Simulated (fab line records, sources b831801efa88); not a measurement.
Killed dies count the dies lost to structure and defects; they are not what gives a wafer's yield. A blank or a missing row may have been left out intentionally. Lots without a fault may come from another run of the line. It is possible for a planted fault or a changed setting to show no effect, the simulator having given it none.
Which of the tools did it? | flow gf180mcu | 14 lots with 42 wafers sampled at 4 steps, on a route of 602 steps

## WHAT THE GAUGES READ, wafer by wafer
GF_NWELL_OVL_MEAS_07. Usual: for NWELL_OVL the level is -0.3 nm and the standard deviation is 1.2.
lot  | measured    | on         | NWELL_OVL (nm) | flag
L987 | day 3 06:03 | overlay-02 | -1.3 -0.9 1.3  |
L989 | day 3 17:57 | overlay-01 | 0.1 1.3 1.9    |
L990 | day 3 23:01 | overlay-02 | 0.2 -0.8 1.5   |
L991 | day 4 04:46 | overlay-01 | -0.2 -0.2 2.5  |
L995 | day 5 02:19 | overlay-01 | -1.5 -0.1 -0.4 |
L998 | day 5 18:28 | overlay-01 | 0.2 -0.2 -0.3  |
L999 | day 6 00:24 | overlay-01 | -2.4 -1.2 -0.9 |
L101 | day 6 13:40 | overlay-02 | -1.4 -0.5 0.2  |
L102 | day 6 17:16 | overlay-02 | 1.3 2.3 0.1    |
L103 | day 6 23:13 | overlay-02 | -1.9 -2.1 -1.5 |
L105 | day 7 10:40 | overlay-01 | 0.0 -0.7 0.9   |
L106 | day 7 15:04 | overlay-01 | -2.1 -0.8 0.3  |
L107 | day 7 20:21 | overlay-02 | 0.0 0.0 1.5    |
L109 | day 8 07:13 | overlay-02 | -0.1 0.1 -1.4  |

GF_NWELL_TW_MEAS_11. Usual: for NWELL_TW the level is 1590 and the standard deviation is 10.
lot  | measured    | on            | NWELL_TW       | flag
L987 | day 3 06:29 | film metro-02 | 1596 1591 1594 |
L989 | day 3 18:23 | film metro-04 | 1601 1608 1605 |
L990 | day 3 23:27 | film metro-04 | 1599 1599 1600 |
L991 | day 4 05:13 | film metro-04 | 1608 1603 1598 |
L995 | day 5 02:46 | film metro-03 | 1597 1595 1602 |
L998 | day 5 18:54 | film metro-03 | 1587 1597 1598 |
L999 | day 6 00:50 | film metro-02 | 1590 1580 1587 |
L101 | day 6 14:05 | film metro-03 | 1581 1580 1585 |
L102 | day 6 17:43 | film metro-02 | 1590 1589 1591 |
L103 | day 6 23:40 | film metro-04 | 1600 1609 1600 |
L105 | day 7 11:06 | film metro-04 | 1601 1600 1593 |
L106 | day 7 15:31 | film metro-02 | 1570 1585 1580 |
L107 | day 7 20:47 | film metro-02 | 1574 1569 1567 |
L109 | day 8 07:38 | film metro-03 | 1589 1591 1583 |

GF_LVPWELL_OVL_MEAS_07. Usual: for LVPWELL_OVL the level is 1.5 nm and the standard deviation is 1.6.
lot  | measured    | on         | LVPWELL_OVL (nm) | flag
L987 | day 3 18:49 | overlay-01 | -0.1 -0.2 0.2    |
L989 | day 4 07:24 | overlay-01 | 0.5 0.8 3.3      |
L990 | day 4 12:55 | overlay-02 | 0.5 2.6 1.0      |
L991 | day 4 18:13 | overlay-01 | 1.7 1.6 1.6      |
L995 | day 5 17:11 | overlay-02 | 3.0 4.1 3.2      |
L998 | day 6 09:14 | overlay-01 | -1.3 -2.3 -0.7   |
L999 | day 6 16:04 | overlay-01 | 3.1 3.9 2.3      |
L101 | day 7 05:16 | overlay-01 | -2.1 -3.8 -2.1   |
L102 | day 7 08:52 | overlay-01 | -0.6 1.5 -0.5    |
L103 | day 7 15:10 | overlay-02 | 1.7 1.2 1.6      |
L105 | day 8 02:52 | overlay-02 | 3.3 2.6 2.9      |
L106 | day 8 06:47 | overlay-01 | -0.5 1.8 -0.3    |
L107 | day 8 13:27 | overlay-01 | 4.2 3.5 3.2      |
L109 | day 8 23:58 | overlay-02 | 1.7 3.3 2.2      |

## TOOL THAT RAN EACH LOT (tool first, then ch and the chambers of the sampled wafers, then the start)
lot  | GF_DNWELL_IMPLANT_07
L987 | implanter-01 ch 0, day 2 17:27
L989 | implanter-03 ch 0, day 3 04:15
L990 | implanter-02 ch 0, day 3 09:54
L991 | implanter-01 ch 0, day 3 15:34
L995 | implanter-03 ch 0, day 4 12:14
L998 | implanter-03 ch 0, day 5 04:33
L999 | implanter-03 ch 0, day 5 10:24
L101 | implanter-02 ch 0, day 5 22:33
L102 | implanter-01 ch 0, day 6 02:27
L103 | implanter-01 ch 0, day 6 07:33
L105 | implanter-01 ch 0, day 6 18:45
L106 | implanter-01 ch 0, day 6 23:10
L107 | implanter-02 ch 0, day 7 04:16
L109 | implanter-02 ch 0, day 7 15:06
- GF_DNWELL_IMPLANT_07

## AS READ BY THE TOOLS THEMSELVES (means over the sampled wafers that have a number; for cases with no such wafer, the mark the record gives instead)
GF_DNWELL_IMPLANT_07. Usual: beam on s 10.00 s, standard deviation 0.2; end station pressure torr 5.01e-06 Torr, standard deviation 2.7e-07; faraday current uA 56.4, standard deviation 1.1.
lot  | tool         | beam on s (s) | end station pressure torr (Torr) | faraday current uA | flag
L987 | implanter-01 | 10.04         | 5.04e-06                         | 56.2               |
L989 | implanter-03 | 9.97          | 4.90e-06                         | 56.4               |
L990 | implanter-02 | 10.10         | 4.73e-06                         | 55.8               |
L991 | implanter-01 | 9.98          | 5.35e-06                         | 56.6               |
L995 | implanter-03 | 9.95          | 5.00e-06                         | 56.6               |
L998 | implanter-03 | 11.30         | 7.88e-05                         | 49.0               | OFF
L999 | implanter-03 | 11.63         | 7.65e-05                         | 47.6               | OFF
L101 | implanter-02 | 9.87          | 4.86e-06                         | 57.1               |
L102 | implanter-01 | 10.00         | 4.87e-06                         | 56.3               |
L103 | implanter-01 | 9.86          | 5.19e-06                         | 57.1               |
L105 | implanter-01 | 10.06         | 5.11e-06                         | 56.1               |
L106 | implanter-01 | 9.98          | 5.30e-06                         | 56.5               |
L107 | implanter-02 | 9.93          | 4.77e-06                         | 56.8               |
L109 | implanter-02 | 9.98          | 5.40e-06                         | 56.4               |

## THE ANSWER, worked out from the rows above alone
Rule: lot off if the mean of its wafers having a number is beyond 3 standard deviations from the usual mean. Also off: a lot with no number at a reading for which 4 or more lots have one. The other lots that the step has rows for count as sound. First the gauges in route order, then the tools' own readings, where a lot's mean is used as printed above. At the first step where some lot is off, the reading lying furthest off is the one used; lots without a number count as furthest.
Off, at GF_DNWELL_IMPLANT_07 on end station pressure torr: L998, L999.
If a tool, at that step or one of the process steps before it, ran each lot that is off and ran no sound lot following the first of them, it fits. One fits: implanter-03 at GF_DNWELL_IMPLANT_07. Its last sound lot is L995 (day 4 12:14), its first lot that is off L998 (day 5 04:33): a fault that began between those two fits.
The tool's own readings at GF_DNWELL_IMPLANT_07 bear it out: on the lots that are off they differ by more than 5 times the standard deviation of the sound lots' means. beam on s reads 11.46 s there against 9.98 s on the sound lots; end station pressure torr reads 7.77e-05 Torr there against 5.04e-06 Torr on the sound lots; faraday current uA reads 48.3 there against 56.5 on the sound lots.

## WHAT HAD BEEN PUT IN BY THE SIMULATOR
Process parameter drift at GF_DNWELL_IMPLANT_07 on implanter-03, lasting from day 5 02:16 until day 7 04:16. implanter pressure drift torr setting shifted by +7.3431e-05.
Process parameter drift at GF_DNWELL_IMPLANT_07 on implanter-03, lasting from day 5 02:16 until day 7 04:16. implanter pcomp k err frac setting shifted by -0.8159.
Struck lots among those shown: L998, L999. The rule above reached the same finding.
